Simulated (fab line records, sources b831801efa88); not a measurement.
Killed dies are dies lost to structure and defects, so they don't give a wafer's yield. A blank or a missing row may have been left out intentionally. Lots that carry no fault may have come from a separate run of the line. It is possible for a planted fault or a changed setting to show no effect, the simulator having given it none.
One fault seen from 2 desks + flow sky130 + every desk sees just its own numbers, and what lay behind them comes last

DESK OF THE TOOL OWNER: litho track-04
The tool's own readings at SKY_PASSIVATION_COAT_06 (resist thk 3000 nm): means of the sampled wafers that have a number, for each lot that ran on this tool. If a lot's mean is further than 4 standard deviations from the usual mean, the lot is out of limits and carries the mark OUT (the distance appears in the brackets).
Columns: A = chill plate temp C at SKY_PASSIVATION_COAT_06, usual 22.99 C; B = dispense pressure kPa at SKY_PASSIVATION_COAT_06, usual 51.6 kPa; C = resist line temp C at SKY_PASSIVATION_COAT_06, usual 23.01 C; D = spin speed rpm at SKY_PASSIVATION_COAT_06, usual 2000.0 rpm
| lot  | first seen here | A     | B    | C     | D                |
|------|-----------------|-------|------|-------|------------------|
| L112 | day 45 03:44    | 23.13 | 53.6 | 22.88 | 1999.8           |
| L115 | day 46 02:29    | 22.94 | 53.6 | 23.03 | 2036.6 (+30) OUT |
| L116 | day 46 07:14    | 22.92 | 53.6 | 22.99 | 2036.8 (+31) OUT |
| L126 | day 49 00:52    | 23.12 | 53.6 | 23.10 | 2000.3           |
| L132 | day 50 02:20    | 23.02 | 53.6 | 22.94 | 1999.8           |
This desk's finding: out of limits on L115, L116; first on L115, day 46 02:29 (spin speed rpm at SKY_PASSIVATION_COAT_06). In limits: L112, L126, L132.

METROLOGY DESK
What the gauges read for every lot (on any tool): the sampled wafers with a number, averaged. If a lot's mean is further than 4 standard deviations from the usual mean, the lot is out of limits and carries the mark OUT (the distance appears in the brackets).
Columns: A = VIA3_BOW at SKY_VIA3_BOW_MEAS_03, usual 78 um; B = VIA3_W_THK at SKY_VIA3_THK_MEAS_23, usual 404 nm
| lot  | first seen here | A  | B   |
|------|-----------------|----|-----|
| L111 | day 39 09:44    | 74 | 400 |
| L112 | day 39 11:51    | 77 | 403 |
| L115 | day 40 14:11    | 82 | 410 |
| L116 | day 40 18:43    | 78 | 406 |
| L117 | day 41 09:48    | 80 | 403 |
| L123 | day 42 20:34    | 76 | 404 |
| L124 | day 43 04:23    | 85 | 400 |
| L126 | day 44 03:13    | 79 | 406 |
| L129 | day 44 05:12    | 79 | 402 |
| L131 | day 44 20:54    | 82 | 397 |
| L132 | day 45 10:56    | 67 | 392 |
This desk found nothing out of limits on any of the 11 lots.

TAKEN TOGETHER
On L115, L116, at day 46 02:29, an alarm was possible from the tool owner's desk.
Metrology desk: nothing out of limits seen.
The metrology desk holds a record of L115, L116, inside its limits.
All the named lots went through SKY_PASSIVATION_COAT_06 on litho track-04.

WHAT HAD BEEN PUT IN BY THE SIMULATOR
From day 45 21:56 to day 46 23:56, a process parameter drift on litho track-04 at SKY_PASSIVATION_COAT_06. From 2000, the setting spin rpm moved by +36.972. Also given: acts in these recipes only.
Lots struck among those shown: L115, L116.
Delay in hours, fault start to first out-of-limits reading, by desk: the tool owner's desk at 5.
